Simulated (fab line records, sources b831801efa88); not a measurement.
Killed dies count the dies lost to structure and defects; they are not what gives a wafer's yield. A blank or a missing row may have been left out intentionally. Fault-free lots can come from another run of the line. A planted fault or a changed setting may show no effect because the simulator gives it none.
Struck lot and sound lot, side by side -- flow sky130 -- 28 steps out of a route of 708
Sound: wafers L860.1, L860.3, L860.6. Wafers L866.1, L866.4, L866.6 were the ones struck. The cause is given at the end.
Each step with rows lists, per side, the tool, then ch with its chambers, then its first start. Under that, the readings that differ: sound wafers -- struck wafers -- difference of the means -- sigmas: that difference in standard deviations of wafers without a fault.
alike: readings whose means differ by less than 2 such deviations, and words and numbers that are the same on both sides. not compared: withheld readings, readings that some wafer has no value for, bounds like >300 that may hide the same value, and numbers for which the record gives no deviation and whose values overlap.
A row with sigmas, a row that says differs or no value, or rows on one side alone: a step with any of these is where the two part. When numbers do not overlap yet have no deviation, they are printed without sigmas and do not part them. A reading missing from all wafers of one side parts the sides only when that side holds two or more wafers.

first, 1 step without rows for these wafers: SKY_VIA4_ETCH_12 (etches SiO2 in C4F8/O2/Ar, stops on TiN, target depth 580 nm).
SKY_VIA4_STRIP_13: strips in O2/N2.
  sound on plasma_asher-01 ch 0, day 42 11:05; struck on plasma_asher-01 ch 0,1, day 45 18:45
  alike: drypump_motor_current_A, oes_product_au, strip_time_to_endpoint_s
  not compared: rf_hours_counter_h
then, 5 steps without rows for these wafers: SKY_VIA4_STRIP_14 (strips in post etch residue remover, time 1200 s); SKY_VIA4_CLEAN_15 (cleans in IPA, time 180 s); SKY_VIA4_CLEAN_16 (cleans in O3/DIW); SKY_VIA4_SPUTTER_17 (material TiN, target thk 20 nm, time 80 s); SKY_VIA4_CVD_18 (deposits W, target thk 505 nm, time 152.14 s).
SKY_VIA4_RS_MEAS_19: measures by four-point-probe.
  sound on film_metro-03 at day 42 11:54; struck on film_metro-03 at day 45 20:01
  alike: VIA4_W_RS
SKY_VIA4_THK_MEAS_20: measures by xrf.
  sound on film_metro-03 at day 42 12:01; struck on film_metro-03 at day 45 20:08
  alike: VIA4_W_THK
SKY_VIA4_CMP_21: polishes, stops on SiO2, t overpolish 25 s, target thk 0 nm.
  sound on cmp-01 ch 0,1, day 42 12:05; struck on cmp-02 ch 2,3, day 45 20:11
reading,sound,struck,difference,sigmas
time_to_endpoint_s (s),118 121 121,133 132 135,+13,+2
  alike: edge_zone_pressure_frac, motor_current_A, overpolish_run_s
then, 1 step without rows for these wafers: SKY_METAL5_SPUTTER_00 (material Ti, target thk 15 nm, time 10.36 s).
SKY_METAL5_SPUTTER_01: material TiN, target thk 20 nm, time 16.7 s.
  sound on pvd_sputter-03 at day 42 12:25; struck on pvd_sputter-03 at day 45 20:31
  alike: throttle_valve_pct
SKY_METAL5_SPUTTER_02: material AlCu, target thk 1150 nm, time 61.2 s.
  sound on pvd_sputter-03 at day 42 12:26; struck on pvd_sputter-03 at day 45 20:32
reading,sound,struck,difference,sigmas
model.AlCu_of_METAL5_SPUTTER_02.thk_nm (nm),1147 1173 1174,1414 1404 1413,+246,
  alike: throttle_valve_pct
SKY_METAL5_SPUTTER_03: material Ti, target thk 5 nm, time 3.3 s.
  sound on pvd_sputter-03 at day 42 12:29; struck on pvd_sputter-03 at day 45 20:35
  alike: throttle_valve_pct
SKY_METAL5_SPUTTER_04: material TiN, target thk 70 nm, time 58.3 s.
  sound on pvd_sputter-03 at day 42 12:30; struck on pvd_sputter-03 at day 45 20:37
  alike: throttle_valve_pct
SKY_METAL5_RS_MEAS_05: measures by four-point-probe.
  sound on film_metro-03 at day 42 12:33; struck on film_metro-04 at day 45 20:40
reading,sound,struck,difference,sigmas
METAL5_ALCU_RS (ohm/sq),0.0271 0.0265 0.0265,0.0220 0.0222 0.0220,-0.0046,-14
SKY_METAL5_THK_MEAS_06: measures by xrf.
  sound on film_metro-03 at day 42 12:40; struck on film_metro-04 at day 45 20:47
reading,sound,struck,difference,sigmas
METAL5_ALCU_THK (nm),1147 1163 1164,1405 1396 1402,+243,+16
then, 8 steps without rows for these wafers: SKY_METAL5_DEHYDRATE_07 (time 60 s); SKY_METAL5_HMDS_08 (prime time 60 s); SKY_METAL5_COAT_09 (resist thk 1800 nm); SKY_METAL5_SOFTBAKE_10 (time 60 s); SKY_METAL5_EXPOSE_11 (exposes mask MM5, target cd 1600 nm); SKY_METAL5_PEB_12; SKY_METAL5_DEVELOP_13 (develop time 60 s); SKY_METAL5_DESCUM_14 (chemistry O2, time 11 s).
SKY_METAL5_METAL_ETCH_15: etches the open film in Cl2/BCl3, stops on SiO2, target depth 1260 nm, time 252 s.
  sound on rie_metal-02 ch 0,1, day 43 09:59; struck on rie_metal-02 ch 0,1, day 46 15:59
reading,sound,struck,difference,sigmas
oes_product_au (a.u.),0.885 0.902 0.890,0.982 0.983 0.986,+0.091,+17
  alike: drypump_motor_current_A, throttle_valve_pct
  not compared: rf_hours_counter_h
then, 1 step without rows for these wafers: SKY_METAL5_STRIP_16 (strips in O2/N2).
SKY_PAD_OPEN_PROBE_99:
  sound on prober-01 at day 45 08:13; struck on prober-01 at day 48 12:56
reading,sound,struck,difference,sigmas
model.etest.met5_comb.leak_log10_a_um,-11.72 -11.93 -12.28,-7.385 -8.429 -8.879,+3.746,
model.etest.met5.rs_ohm_sq,0.02725 0.02666 0.02657,0.02202 0.02224 0.02211,-0.00470,
model.etest.met5.line_ohm_um,0.01697 0.01666 0.01662,0.01367 0.0138 0.01385,-0.00298,

WHERE THEY PART
First at SKY_VIA4_CMP_21; last, within this record, at SKY_METAL5_METAL_ETCH_15.

WHY: the cause the simulator had injected
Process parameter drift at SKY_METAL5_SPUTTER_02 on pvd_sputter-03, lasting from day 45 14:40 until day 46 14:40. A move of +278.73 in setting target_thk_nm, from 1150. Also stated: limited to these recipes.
